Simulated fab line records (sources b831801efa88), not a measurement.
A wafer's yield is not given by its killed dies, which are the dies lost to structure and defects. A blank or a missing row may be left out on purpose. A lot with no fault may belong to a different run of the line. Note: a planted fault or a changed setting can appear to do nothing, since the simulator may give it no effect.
fab line records -- flow sky130
[record] lots = 11, wafers = 33, last-day = 50
route steps=708 shown VIA2@531 CAPM@538 METAL3@568 VIA3@576 PAD_OPEN@708
lots with no fault: from the same line, run without faults
start-h: hours from the record's first day to the start of the lot's first wafer shown -- wait-h: how many hours have passed since the lot's step before this one -- " unchanged from the row above -- L1.1+2: several wafers, shown together as one row -- - no value, or no start given -- * or withheld: withheld -- < > ~ a bound
route shown NAME@n: a module of which the file shows steps, and the number in the route of the first -- usual: mean/standard deviation of fault-free wafers -- same: alike in all rows -- chamber/n: place in a boat -- sites: per-site readings -- _std_site: standard deviation across them -- _edge_site: the outer-site mean with the inner-site mean subtracted -- radius-mm: how far each site lies from the wafer's centre -- mask NAME#n: copy n -- behind: the most recent tool/chamber to have shaped the wafer -- hold: what put the lot on hold/how long, in hours/how the hold closed -- device: which transistor (n, p or np) failed to switch -- end of line: tests run on the same wafers once the route is complete -- where a step has no rows: the recipe by itself -- killed: at the first sort, the dies lost to defects and structure; wafer yield is something else -- map: shows each die of a wafer: x if killed, . if not, _ if none is there
set.NAME: setting as actually run; set.NAME@STEP: the setting as run at that earlier step -- model.NAME: the simulator's own value behind a step, which no gauge read
one table for each step of the route and one row for each wafer, over a sample of lots
services: a tool's chamber out of use, with start hour (start-h, from the record's first day; less than 0 if before it), hours out, and reason
[[steps]]
[step SKY_VIA2_CMP_24]
[recipe] stop-on = SiO2, t-overpolish-s = 20, down-force-psi = 3.5, platen-rpm = 60, target-thk-nm = 0, pad-velocity-m-s = 0.94248
[usual] edge-zone-pressure-frac = 1.000/0.005, motor-current-A = 11.1/0.78, overpolish-run-s = 20.000/0.0085, slurry-filter-dp-kPa = 13.50/0.14, time-to-endpoint-s = 101/5
lot.wafer,tool,chamber,start-h,wait-h,edge-zone-pressure-frac,motor-current-A,overpolish-run-s,slurry-filter-dp-kPa,time-to-endpoint-s
L583.2,cmp-02,3,861.96,0.0,1.003,10.8,20.009,13.67,95
L583.4,cmp-02,2,861.96,0.0,0.994,10.9,20.002,13.50,95
L583.5,cmp-02,3,861.96,0.0,1.008,10.1,20.011,13.41,93
L584.4,cmp-01,3,879.88,0.1,0.998,10.9,20.001,13.72,115
L584.1,cmp-01,0,879.88,0.1,0.986,11.6,19.995,13.59,108
L584.2,cmp-01,1,879.88,0.1,0.999,11.7,20.006,13.46,100
L586.2,cmp-01,3,895.40,0.1,0.995,11.0,20.000,13.50,105
L586.3,cmp-01,0,895.40,0.1,1.000,11.7,19.998,13.43,104
L586.6,cmp-01,1,895.40,0.1,0.995,11.2,20.013,13.54,96
L587.1,cmp-02,2,902.16,0.1,1.001,10.6,19.999,13.61,101
L587.4,cmp-02,0,902.16,0.1,0.987,12.4,19.999,13.56,102
L587.5,cmp-02,1,902.16,0.1,1.007,10.4,19.991,13.27,95
L592.3,cmp-01,1,928.61,0.1,0.998,11.4,19.986,13.61,96
L592.1,cmp-01,3,928.61,0.1,0.994,10.9,19.991,13.65,105
L592.6,cmp-01,1,928.61,0.1,0.996,11.5,19.999,13.36,97
L593.3,cmp-01,0,944.46,2.8,1.007,11.5,20.007,13.39,107
L593.6,cmp-01,1,944.46,2.8,0.998,11.8,19.989,13.52,98
L593.5,cmp-01,2,944.46,2.8,1.003,11.1,19.995,13.41,109
L595.3,cmp-02,1,954.87,1.0,0.992,10.5,20.003,13.38,98
L595.6,cmp-02,3,954.87,1.0,0.994,9.8,20.006,13.42,97
L595.5,cmp-02,0,954.87,1.0,1.000,12.2,20.018,13.64,102
L597.1,cmp-01,2,962.74,0.1,1.005,11.0,20.003,13.50,101
L597.2,cmp-01,3,962.74,0.1,1.001,10.7,20.001,13.54,109
L597.5,cmp-01,1,962.74,0.1,1.005,11.5,20.003,13.48,97
L600.4,cmp-01,0,988.96,0.2,1.000,11.6,19.998,13.61,101
L600.1,cmp-01,2,988.96,0.2,1.004,11.1,20.001,13.19,104
L600.6,cmp-01,3,988.96,0.2,1.003,10.5,20.000,13.54,103
L601.4,cmp-02,0,989.16,0.1,1.006,11.8,20.008,13.50,108
L601.2,cmp-02,2,989.16,0.1,1.002,10.9,20.005,13.31,103
L601.5,cmp-02,0,989.16,0.1,1.013,12.6,20.009,13.48,103
L604.3,cmp-01,0,1007.98,0.9,0.999,11.7,19.997,13.57,100
L604.4,cmp-01,1,1007.98,0.9,0.999,11.8,19.995,13.51,96
L604.5,cmp-01,3,1007.98,0.9,1.004,11.3,20.002,13.54,108
[step SKY_CAPM_THK_MEAS_01]
[recipe] reads = SiO2_of_CAPM_CVD_00
[usual] CAPM_CVD_00_THK = 15.58/0.25
lot.wafer,tool,chamber,start-h,wait-h,CAPM_CVD_00_THK[nm]
L583.2,film-metro-02,-,862.45,-,15.65
L583.4,film-metro-02,-,862.45,-,15.49
L583.5,film-metro-02,-,862.45,-,15.70
L584.1,film-metro-02,-,880.30,-,15.15
L584.2,film-metro-02,-,880.30,-,15.47
L584.4,film-metro-02,-,880.30,-,15.50
L586.2,film-metro-04,-,895.79,-,15.40
L586.3,film-metro-04,-,895.79,-,15.56
L586.6,film-metro-04,-,895.79,-,15.46
L587.1,film-metro-03,-,902.59,-,15.16
L587.4,film-metro-03,-,902.59,-,15.59
L587.5,film-metro-03,-,902.59,-,15.80
L592.1,film-metro-02,-,929.03,-,15.64
L592.3,film-metro-02,-,929.03,-,15.57
L592.6,film-metro-02,-,929.03,-,16.00
L593.3,film-metro-02,-,944.81,-,15.61
L593.5,film-metro-02,-,944.81,-,15.70
L593.6,film-metro-02,-,944.81,-,15.64
L595.3,film-metro-02,-,955.27,-,15.61
L595.5,film-metro-02,-,955.27,-,15.46
L595.6,film-metro-02,-,955.27,-,16.01
L597.1,film-metro-02,-,963.12,-,15.42
L597.2,film-metro-02,-,963.12,-,15.37
L597.5,film-metro-02,-,963.12,-,15.59
L600.1,film-metro-02,-,989.38,-,15.07
L600.4,film-metro-02,-,989.38,-,15.82
L600.6,film-metro-02,-,989.38,-,15.34
L601.2,film-metro-03,-,989.59,-,15.06
L601.4,film-metro-03,-,989.59,-,15.49
L601.5,film-metro-03,-,989.59,-,15.37
L604.3,film-metro-02,-,1008.38,-,15.94
L604.4,film-metro-02,-,1008.38,-,15.65
L604.5,film-metro-02,-,1008.38,-,15.66
[step SKY_METAL3_METAL_ETCH_18]
[recipe] target-depth-a = 8450, stop-on = SiO2, over-etch-frac = 0.3, time-s = 183.1, chemistry = Cl2/BCl3, resist-sidewall-deg = 88, pressure-mtorr = 10, icp-w = 900, bias-w = 48.5, Cl2_flow_sccm = 60, bcl3-flow-sccm = 30
[usual] chamber-pressure-mTorr = 10.000/0.0097, drypump-motor-current-A = 5.5/0.39, oes-product-au = 0.868/0.0069, throttle-valve-pct = 22.265/0.0095
lot.wafer,tool,chamber,start-h,wait-h,chamber-pressure-mTorr,drypump-motor-current-A,oes-product-au,rf-hours-counter-h,throttle-valve-pct
L583.2,rie-metal-04,0,915.19,0.0,9.992,5.9,0.873,10,22.246
L583.4,rie-metal-04,1,915.19,0.0,9.993,5.2,0.867,-,22.255
L583.5,rie-metal-04,1,915.19,0.0,10.007,5.2,0.870,-,22.252
L584.1,rie-metal-01,1,931.72,0.0,10.002,5.2,0.861,13,22.271
L584.2,rie-metal-01,1,931.72,0.0,10.000,5.2,0.868,-,22.280
L584.4,rie-metal-01,1,931.72,0.0,10.014,5.2,0.867,-,22.263
L586.2,rie-metal-04,0,947.11,0.0,9.987,5.9,0.878,11,22.258
L586.3,rie-metal-04,1,947.11,0.0,10.002,5.2,0.870,-,22.265
L586.6,rie-metal-04,0,947.11,0.0,9.983,5.9,0.875,-,22.263
L587.1,rie-metal-03,0,953.16,0.0,9.995,6.0,0.870,1,22.269
L587.4,rie-metal-03,0,953.16,0.0,9.999,5.9,0.862,-,22.278
L587.5,rie-metal-03,1,953.16,0.0,10.001,5.0,0.858,-,22.261
L592.1,rie-metal-04,0,978.14,0.0,11.998,5.9,0.859,13,22.279
L592.3,rie-metal-04,1,978.14,0.0,12.024,5.2,0.868,-,22.274
L592.6,rie-metal-04,1,978.14,0.0,11.995,5.2,0.858,-,22.254
L593.3,rie-metal-04,1,991.98,0.1,12.004,5.2,0.868,-,22.250
L593.5,rie-metal-04,0,991.98,0.1,11.995,5.9,0.864,-,22.282
L593.6,rie-metal-04,1,991.98,0.1,12.009,5.2,0.873,-,22.263
L595.3,rie-metal-01,1,1004.30,0.1,9.997,5.2,0.861,-,22.253
L595.5,rie-metal-01,0,1004.30,0.1,9.996,5.7,0.872,-,22.250
L595.6,rie-metal-01,1,1004.30,0.1,9.992,5.2,0.865,-,22.266
L597.1,rie-metal-03,0,1012.06,0.0,10.007,6.0,0.873,4,22.271
L597.2,rie-metal-03,1,1012.06,0.0,10.003,5.0,0.877,19,22.260
L597.5,rie-metal-03,1,1012.06,0.0,9.993,5.0,0.876,-,22.258
L600.1,rie-metal-03,0,1036.67,0.0,9.977,6.0,0.874,6,22.254
L600.4,rie-metal-03,0,1036.67,0.0,10.001,6.0,0.858,-,22.272
L600.6,rie-metal-03,0,1036.67,0.0,9.985,6.0,0.850,-,22.269
L601.2,rie-metal-03,0,1037.39,0.0,9.991,5.9,0.876,6,22.275
L601.4,rie-metal-03,1,1037.39,0.0,10.013,5.0,0.863,-,22.262
L601.5,rie-metal-03,0,1037.39,0.0,9.996,5.9,0.878,-,22.260
L604.3,rie-metal-03,1,1054.70,0.1,9.989,5.0,0.874,-,22.273
L604.4,rie-metal-03,0,1054.70,0.1,9.998,5.9,0.865,-,22.274
L604.5,rie-metal-03,0,1054.70,0.1,9.993,6.0,0.868,-,22.281
[step SKY_VIA3_BOW_MEAS_03]
[recipe] mode = bow
[usual] VIA3_BOW = 78/7.4
lot.wafer,tool,chamber,start-h,wait-h,VIA3_BOW[um]
L583.2,film-metro-02,-,916.92,0.2,83
L583.4,film-metro-02,-,916.92,0.2,83
L583.5,film-metro-02,-,916.92,0.2,82
L584.1,film-metro-02,-,933.48,0.2,79
L584.2,film-metro-02,-,933.48,0.2,75
L584.4,film-metro-02,-,933.48,0.2,78
L586.2,film-metro-01,-,948.50,0.1,86
L586.3,film-metro-01,-,948.50,0.1,60
L586.6,film-metro-01,-,948.50,0.1,77
L587.1,film-metro-02,-,955.67,0.1,93
L587.4,film-metro-02,-,955.67,0.1,79
L587.5,film-metro-02,-,955.67,0.1,77
L592.1,film-metro-01,-,979.44,0.1,84
L592.3,film-metro-01,-,979.44,0.1,83
L592.6,film-metro-01,-,979.44,0.1,77
L593.3,film-metro-02,-,993.26,0.2,82
L593.5,film-metro-02,-,993.26,0.2,83
L593.6,film-metro-02,-,993.26,0.2,91
L595.3,film-metro-02,-,1005.88,0.2,83
L595.5,film-metro-02,-,1005.88,0.2,81
L595.6,film-metro-02,-,1005.88,0.2,82
L597.1,film-metro-02,-,1013.36,0.1,82
L597.2,film-metro-02,-,1013.36,0.1,91
L597.5,film-metro-02,-,1013.36,0.1,90
L600.1,film-metro-01,-,1037.97,0.1,81
L600.4,film-metro-01,-,1037.97,0.1,75
L600.6,film-metro-01,-,1037.97,0.1,66
L601.2,film-metro-03,-,1038.73,0.2,78
L601.4,film-metro-03,-,1038.73,0.2,68
L601.5,film-metro-03,-,1038.73,0.2,71
L604.3,film-metro-01,-,1056.03,0.2,81
L604.4,film-metro-01,-,1056.03,0.2,84
L604.5,film-metro-01,-,1056.03,0.2,87
[step SKY_PAD_OPEN_PROBE_99]
[usual] defect-limited-yield = 82.2/2, killed_at_M0_to_M3 = 45/7.2, killed_at_M4_up = 3.0/1.8, killed-at-contacts = 25/6.1, killed-at-front-end = 14/4.4, killed-at-other = 0.2/0.44, killed-dies = 88/10, killed-open = 48/7.4, killed-short = 40/6.3, sort_bin_3_pad_short = 0.9/0.41, sort_bin_5_function = 10.6/1.5, sort_bin_6_memory = 6.4/1.2, sort-n-pass = 404/10, sort-yield-pct = 82.2/2
[same] gross-dies = 492, killed-at-back-side = 0, sort_bin_4_leakage[%] = 0, sort_bin_8_speed[%] = 0
lot.wafer,tool,chamber,start-h,wait-h,defect-limited-yield[%],killed_at_M0_to_M3,killed_at_M4_up,killed-at-contacts,killed-at-front-end,killed-at-other,killed-dies,killed-open,killed-short,sort_bin_3_pad_short[%],sort_bin_5_function[%],sort_bin_6_memory[%],sort-n-pass,sort-yield-pct[%]
L601.2,prober-02,-,1186.23,0.1,82.7,45,2,19,19,0,85,46,39,0.8,11.0,5.5,407,82.7
L601.4,prober-02,-,1186.33,0.2,87.0,39,3,15,7,0,64,41,23,0.8,6.5,5.7,428,87.0
L601.5,prober-02,-,1186.38,0.2,85.6,42,2,18,9,0,71,37,34,0.8,7.5,6.1,421,85.6
// killed by level:class
L601.2 VIA1:geometric-particle:open=14 CONTACT:geometric-particle:open=8 VIA2:geometric-particle:open=6 FIELD_ISO:geometric-particle:short=6 POLY_GATE:geometric-particle:short=6 LOCAL_INTERCONNECT:geometric-particle:short=6 VIA1:geometric-particle:short=6 FIELD_ISO:geometric-particle:open=4
L601.4 VIA1:geometric-particle:open=9 VIA2:geometric-particle:open=8 LI_CONTACT:geometric-particle:open=6 VIA3:geometric-particle:open=5 METAL1:geometric-particle:short=4 CONTACT:geometric-particle:open=4 VIA2:geometric-particle:short=4 FIELD_ISO:geometric-particle:short=3
L601.5 VIA1:geometric-particle:open=9 VIA3:geometric-particle:short=6 CONTACT:geometric-particle:open=6 METAL1:geometric-particle:short=6 VIA3:geometric-particle:open=6 CONTACT:geometric-particle:short=5 VIA1:geometric-particle:short=4 LOCAL_INTERCONNECT:geometric-particle:short=3
[[services]]
tool,chamber,start-h,hours,kind
cmp-02,-,851.60,0.7,repair
cmp-02,-,858.47,3.0,repair
cmp-01,-,864.11,2.9,repair
rie-metal-03,1,886.46,3.0,repair
cmp-02,-,892.93,1.1,repair
cmp-01,-,904.66,3.7,repair
cmp-02,-,908.36,23.6,pm
rie-metal-03,0,913.25,-,clean
rie-metal-03,0,913.25,17.9,scheduled-down
rie-metal-03,0,913.25,17.9,vent-cycle
rie-metal-01,-,918.38,0.2,repair
cmp-02,-,931.98,4.0,pm
cmp-02,-,933.40,19.3,repair
cmp-02,-,935.98,-,consumable-replace:conditioner
cmp-02,-,935.98,-,consumable-replace:pad
cmp-01,-,940.20,3.5,repair
cmp-02,-,943.21,4.9,repair
cmp-01,-,949.87,6.5,repair
cmp-02,-,971.95,1.8,repair
cmp-01,-,994.94,0.4,repair
cmp-02,-,1017.79,4.6,pm
rie-metal-04,-,1026.06,14.6,pm
cmp-01,-,1042.69,2.0,repair
cmp-01,-,1050.80,2.9,repair
[[key]]
[first-sign] step = SKY_METAL3_METAL_ETCH_18, reading = chamber-pressure-mTorr, direction = up, sigmas = 99+, usual = 10.000, struck = 12.004
effect none on later readings
met-at SKY_METAL3_METAL_ETCH_18
struck-lots L592,L593
not-acting-at SKY_VIA2_CMP_24,SKY_CAPM_THK_MEAS_01,SKY_VIA3_BOW_MEAS_03
onset-between 947.11 978.14
[fault] kind = process-parameter-drift, tool = rie-metal-04, chamber = -, onset-h = 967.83, steps = SKY_METAL3_METAL_ETCH_18, channel = pressure-mtorr, offset = 2, shape = step, end-h = 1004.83, acts-in = these-recipes-only, stated = 10
